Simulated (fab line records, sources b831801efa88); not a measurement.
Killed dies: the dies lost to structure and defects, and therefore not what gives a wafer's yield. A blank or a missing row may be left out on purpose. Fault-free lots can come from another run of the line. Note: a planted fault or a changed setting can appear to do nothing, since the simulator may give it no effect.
Matching of chambers	flow sfqLine	3 sister chambers for SFQ_TRILAYER_I2_VIA_BARC_OPEN_VIA_ETCH_096 on rieDiel-03
The step etches BARC in O2, target depth 125 nm, time 41.7 s. 6 wafers are shown with their chamber, then 5 later ones without.

== WAFERS, EACH WITH ITS CHAMBER ==
wafer	chamber	chamberPressureMTorr (mTorr)	biasW (W)
L438.5	0	30.026	80.51
L439.3	0	29.973	79.36
L440.5	3	30.016	80.06
L440.6	2	30.034	79.59
L442.1	3	29.959	80.03
L442.3	2	29.987	80.17

== WAFERS WHOSE CHAMBER IS MISSING ==
wafer	chamberPressureMTorr (mTorr)	biasW (W)
L442.4	29.996	79.90
L458.1	30.000	79.91
L458.2	29.985	79.86
L460.1	29.994	79.85
L460.3	30.003	80.22

== WHICH CHAMBER EACH ONE RAN IN ==
wafer	from the rows above	in truth
L442.4	can't be placed: 0 or 3 or 2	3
L458.1	can't be placed: 0 or 2 or 3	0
L458.2	can't be placed: 3 or 0 or 2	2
L460.1	can't be placed: 0 or 3 or 2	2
L460.3	can't be placed: 3 or 0 or 2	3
Correct placement for 0 of the 5. These rows do not allow placing 5 (true chamber among the candidates in 5). 0 placed wrongly.
How it was worked out, from the rows above alone: a wafer's distance from a chamber is the root of the sum, over the readings, of the square of ((its reading less the chamber's mean) divided by the reading's scatter). If the next closest chamber is less than 2 further off than the closest, the wafer can't be placed; otherwise it belongs to the closest. A chamber's mean is the mean of its shown wafers. The scatter: the root of (the sum of the squares of (reading less its chamber's mean) over the shown wafers, divided by (wafers less chambers)).
